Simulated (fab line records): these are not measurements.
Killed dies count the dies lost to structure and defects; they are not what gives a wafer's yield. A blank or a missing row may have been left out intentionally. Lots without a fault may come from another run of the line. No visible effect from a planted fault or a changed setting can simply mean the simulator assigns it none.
Commonality check across tools | flow gf180mcu | Lots sampled 12, wafers sampled 36

WHY IT WAS OPENED
At GF_PSD_RS_MEAS_14 the reading NSD_RS is flagged on 3 of 12 lots. Wafers without a fault read 46.12 ohm/sq, standard deviation 0.091.
Rule: a lot is flagged in two cases, either no wafer of it has a number, or all its wafers with numbers fall more than 4 standard deviations from that mean. All remaining lots are regarded as sound.

lot  | measured     | on            | NSD_RS (ohm/sq), wafer by wafer | flag
L823 | day 14 05:29 | film-metro-03 | 46.11 46.11 46.19               |
L825 | day 14 22:14 | film-metro-03 | 46.10 46.19 46.16               |
L828 | day 16 02:13 | film-metro-03 | 46.17 46.00 46.17               |
L830 | day 16 16:40 | film-metro-04 | 42.01 41.97 41.98               | FLAGGED
L831 | day 17 03:32 | film-metro-03 | 41.96 41.88 41.96               | FLAGGED
L832 | day 17 06:28 | film-metro-03 | 41.86 41.87 41.82               | FLAGGED
L838 | day 19 20:48 | film-metro-03 | 46.27 46.22 46.25               |
L839 | day 19 23:32 | film-metro-02 | 46.05 46.01 46.11               |
L840 | day 20 08:10 | film-metro-02 | 45.96 46.05 46.04               |
L842 | day 21 06:46 | film-metro-03 | 46.03 46.08 46.14               |
L844 | day 21 18:05 | film-metro-02 | 46.10 46.02 45.97               |
L846 | day 22 04:47 | film-metro-03 | 46.22 46.14 46.19               |
The mean of the flagged lots' numbers is 41.92 ohm/sq, -4.20 ohm/sq from the usual (-46 standard deviations).

LOT BY LOT: THE TOOL USED
The record holds 2 process steps before the reading, out of a route of 602 steps. Each cell gives the tool, then ch followed by the chambers the sampled wafers passed through, then the start.
lot  | flag    | GF_DUAL_GATE_STRIP_13                | GF_PSD_RTA_13
L823 |         | plasma-asher-01 ch 0,1, day 8 08:48  | rtp-anneal-02 ch 0, day 14 05:25
L825 |         | plasma-asher-01 ch 0,1, day 8 22:36  | rtp-anneal-02 ch 0, day 14 22:09
L828 |         | plasma-asher-01 ch 0,1, day 9 19:17  | rtp-anneal-02 ch 0, day 16 02:07
L830 | FLAGGED | plasma-asher-01 ch 0,1, day 10 09:00 | rtp-anneal-02 ch 0, day 16 16:35
L831 | FLAGGED | plasma-asher-03 ch 0,1, day 10 18:53 | rtp-anneal-02 ch 0, day 17 03:26
L832 | FLAGGED | plasma-asher-01 ch 0,1, day 10 22:27 | rtp-anneal-02 ch 0, day 17 06:23
L838 |         | plasma-asher-02 ch 0, day 12 18:09   | rtp-anneal-02 ch 0, day 19 20:43
L839 |         | plasma-asher-02 ch 0, day 12 20:25   | rtp-anneal-02 ch 0, day 19 23:27
L840 |         | plasma-asher-01 ch 0,1, day 13 04:54 | rtp-anneal-02 ch 0, day 20 08:05
L842 |         | plasma-asher-03 ch 0,1, day 13 20:08 | rtp-anneal-02 ch 0, day 21 06:41
L844 |         | plasma-asher-01 ch 0,1, day 14 11:12 | rtp-anneal-02 ch 0, day 21 18:00
L846 |         | plasma-asher-01 ch 0,1, day 14 22:49 | rtp-anneal-01 ch 0, day 22 04:41
What is done by these steps:
- GF_DUAL_GATE_STRIP_13: strips in O2/N2.
- GF_PSD_RTA_13: time 20 s.
- GF_PSD_RS_MEAS_14: measures by four-point-probe.

FLAGGED OVER TOTAL, TOOL BY TOOL (the gauges that took the reading come last)
step                  | tool            | lots run | flagged | share of the flagged lots | sound lots run after its first flagged lot
GF_DUAL_GATE_STRIP_13 | plasma-asher-01 | 8        | 2       | some                      | 3 (L840,L844,L846)
GF_DUAL_GATE_STRIP_13 | plasma-asher-02 | 2        | 0       | none                      | -
GF_DUAL_GATE_STRIP_13 | plasma-asher-03 | 2        | 1       | some                      | 1 (L842)
GF_PSD_RTA_13         | rtp-anneal-01   | 1        | 0       | none                      | -
GF_PSD_RTA_13         | rtp-anneal-02   | 11       | 3       | all                       | 5 (L838,L839,L840,L842,L844)
GF_PSD_RS_MEAS_14     | film-metro-02   | 3        | 0       | none                      | -
GF_PSD_RS_MEAS_14     | film-metro-03   | 8        | 2       | some                      | 3 (L838,L842,L846)
GF_PSD_RS_MEAS_14     | film-metro-04   | 1        | 1       | some                      | 0

WHAT THE TABLE PERMITS
In the table, 1 row covers all flagged lots: rtp-anneal-02 at GF_PSD_RTA_13.
- rtp-anneal-02 at GF_PSD_RTA_13: 3 of its 11 lots flagged. Sound lots ran on it after the first flagged one (L838, L839, L840, L842, L844), which a lasting fault on the whole tool wouldn't allow. Its own readings (run-length-s) fall more than 4 standard deviations out on all wafers of the flagged lots.
No row of the table ran every flagged lot and no sound lot after the first.

WHAT WAS PUT IN BY THE SIMULATOR
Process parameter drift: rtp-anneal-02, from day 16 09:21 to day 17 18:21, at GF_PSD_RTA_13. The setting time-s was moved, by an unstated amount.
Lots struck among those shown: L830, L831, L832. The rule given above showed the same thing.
